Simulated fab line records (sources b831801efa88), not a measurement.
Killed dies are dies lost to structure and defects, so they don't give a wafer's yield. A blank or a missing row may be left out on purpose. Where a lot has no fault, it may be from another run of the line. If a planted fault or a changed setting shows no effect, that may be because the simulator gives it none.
Chamber matching :: flow gf180mcu :: 4 sister chambers for GF_V3_ETCH_16 on rie-diel-03
The step etches BARC in N2/H2. 20 wafers are shown with their chamber, then 10 later ones without.

## WAFERS PAIRED WITH THEIR CHAMBERS
wafer: L074.2
chamber: 3
drypump-motor-current-A (A): 6.7
throttle-valve-pct (%): 13.225
oes-product-au (a.u.): 0.861

wafer: L074.4
chamber: 0
drypump-motor-current-A (A): 5.9
throttle-valve-pct (%): 13.224
oes-product-au (a.u.): 0.853

wafer: L074.6
chamber: 1
drypump-motor-current-A (A): 5.8
throttle-valve-pct (%): 13.226
oes-product-au (a.u.): 0.854

wafer: L076.1
chamber: 0
drypump-motor-current-A (A): 5.9
throttle-valve-pct (%): 13.228
oes-product-au (a.u.): 0.852

wafer: L076.5
chamber: 3
drypump-motor-current-A (A): 6.7
throttle-valve-pct (%): 13.212
oes-product-au (a.u.): 0.854

wafer: L076.6
chamber: 0
drypump-motor-current-A (A): 5.8
throttle-valve-pct (%): 13.220
oes-product-au (a.u.): 0.860

wafer: L079.1
chamber: 1
drypump-motor-current-A (A): 5.8
throttle-valve-pct (%): 13.206
oes-product-au (a.u.): 0.854

wafer: L079.2
chamber: 2
drypump-motor-current-A (A): 5.2
throttle-valve-pct (%): 13.247
oes-product-au (a.u.): 0.854

wafer: L079.4
chamber: 1
drypump-motor-current-A (A): 5.8
throttle-valve-pct (%): 13.229
oes-product-au (a.u.): 0.853

wafer: L084.2
chamber: 0
drypump-motor-current-A (A): 5.9
throttle-valve-pct (%): 13.213
oes-product-au (a.u.): 0.851

wafer: L084.4
chamber: 3
drypump-motor-current-A (A): 6.7
throttle-valve-pct (%): 13.227
oes-product-au (a.u.): 0.853

wafer: L084.6
chamber: 2
drypump-motor-current-A (A): 5.2
throttle-valve-pct (%): 13.216
oes-product-au (a.u.): 0.857

wafer: L085.1
chamber: 0
drypump-motor-current-A (A): 5.8
throttle-valve-pct (%): 13.220
oes-product-au (a.u.): 0.857

wafer: L085.3
chamber: 2
drypump-motor-current-A (A): 5.2
throttle-valve-pct (%): 13.240
oes-product-au (a.u.): 0.851

wafer: L085.6
chamber: 0
drypump-motor-current-A (A): 5.9
throttle-valve-pct (%): 13.241
oes-product-au (a.u.): 0.852

wafer: L086.1
chamber: 2
drypump-motor-current-A (A): 5.3
throttle-valve-pct (%): 13.241
oes-product-au (a.u.): 0.858

wafer: L086.3
chamber: 1
drypump-motor-current-A (A): 5.8
throttle-valve-pct (%): 13.219
oes-product-au (a.u.): 0.848

wafer: L086.5
chamber: 0
drypump-motor-current-A (A): 5.9
throttle-valve-pct (%): 13.210
oes-product-au (a.u.): 0.856

wafer: L091.1
chamber: 0
drypump-motor-current-A (A): 5.9
throttle-valve-pct (%): 13.241
oes-product-au (a.u.): 0.854

wafer: L091.2
chamber: 3
drypump-motor-current-A (A): 6.7
throttle-valve-pct (%): 13.224
oes-product-au (a.u.): 0.849

SIGNATURES, as means of the wafers listed above
reading: drypump-motor-current-A
chamber 0: 5.875
chamber 1: 5.800
chamber 2: 5.225
chamber 3: 6.700
scatter within a chamber: 0.0375

reading: throttle-valve-pct
chamber 0: 13.22462
chamber 1: 13.22000
chamber 2: 13.23600
chamber 3: 13.22200
scatter within a chamber: 0.0111

reading: oes-product-au
chamber 0: 0.85437
chamber 1: 0.85225
chamber 2: 0.85500
chamber 3: 0.85425
scatter within a chamber: 0.00349
Rule: distance of a wafer from a chamber = root of the sum over the readings of ((wafer's reading minus chamber's mean) / reading's scatter) squared. The wafer belongs to the nearest chamber; if the next one is less than 2 further off, it can't be placed. The scatter is the square root of a quotient: the sum, over the shown wafers, of each reading's squared deviation from its chamber's mean, divided by wafers minus chambers.

## WAFERS WHOSE CHAMBER IS MISSING
wafer: L091.6
drypump-motor-current-A (A): 5.9
throttle-valve-pct (%): 13.219
oes-product-au (a.u.): 0.849

wafer: L095.1
drypump-motor-current-A (A): 6.7
throttle-valve-pct (%): 13.221
oes-product-au (a.u.): 0.862

wafer: L095.2
drypump-motor-current-A (A): 5.2
throttle-valve-pct (%): 13.235
oes-product-au (a.u.): 0.846

wafer: L095.3
drypump-motor-current-A (A): 5.9
throttle-valve-pct (%): 13.238
oes-product-au (a.u.): 0.849

wafer: L095.4
drypump-motor-current-A (A): 5.9
throttle-valve-pct (%): 13.220
oes-product-au (a.u.): 0.851

wafer: L095.5
drypump-motor-current-A (A): 5.2
throttle-valve-pct (%): 13.215
oes-product-au (a.u.): 0.861

wafer: L095.6
drypump-motor-current-A (A): 6.7
throttle-valve-pct (%): 13.213
oes-product-au (a.u.): 0.855

wafer: L097.2
drypump-motor-current-A (A): 5.2
throttle-valve-pct (%): 13.232
oes-product-au (a.u.): 0.859

wafer: L097.3
drypump-motor-current-A (A): 5.8
throttle-valve-pct (%): 13.229
oes-product-au (a.u.): 0.858

wafer: L097.6
drypump-motor-current-A (A): 5.9
throttle-valve-pct (%): 13.229
oes-product-au (a.u.): 0.863

## WHICH CHAMBER EACH WENT THROUGH
wafer: L091.6
from the rows above: can't be placed: 0 or 1
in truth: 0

wafer: L095.1
from the rows above: 3
in truth: 3

wafer: L095.2
from the rows above: 2
in truth: 2

wafer: L095.3
from the rows above: can't be placed: 0 or 1
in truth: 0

wafer: L095.4
from the rows above: can't be placed: 0 or 1
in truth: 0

wafer: L095.5
from the rows above: 2
in truth: 2

wafer: L095.6
from the rows above: 3
in truth: 3

wafer: L097.2
from the rows above: 2
in truth: 2

wafer: L097.3
from the rows above: can't be placed: 1 or 0
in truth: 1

wafer: L097.6
from the rows above: can't be placed: 0 or 1
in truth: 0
Placed correctly: 5 of 10. Can't be placed from these rows: 5 (the true chamber is among the candidates in 5). Wrongly placed: 0.
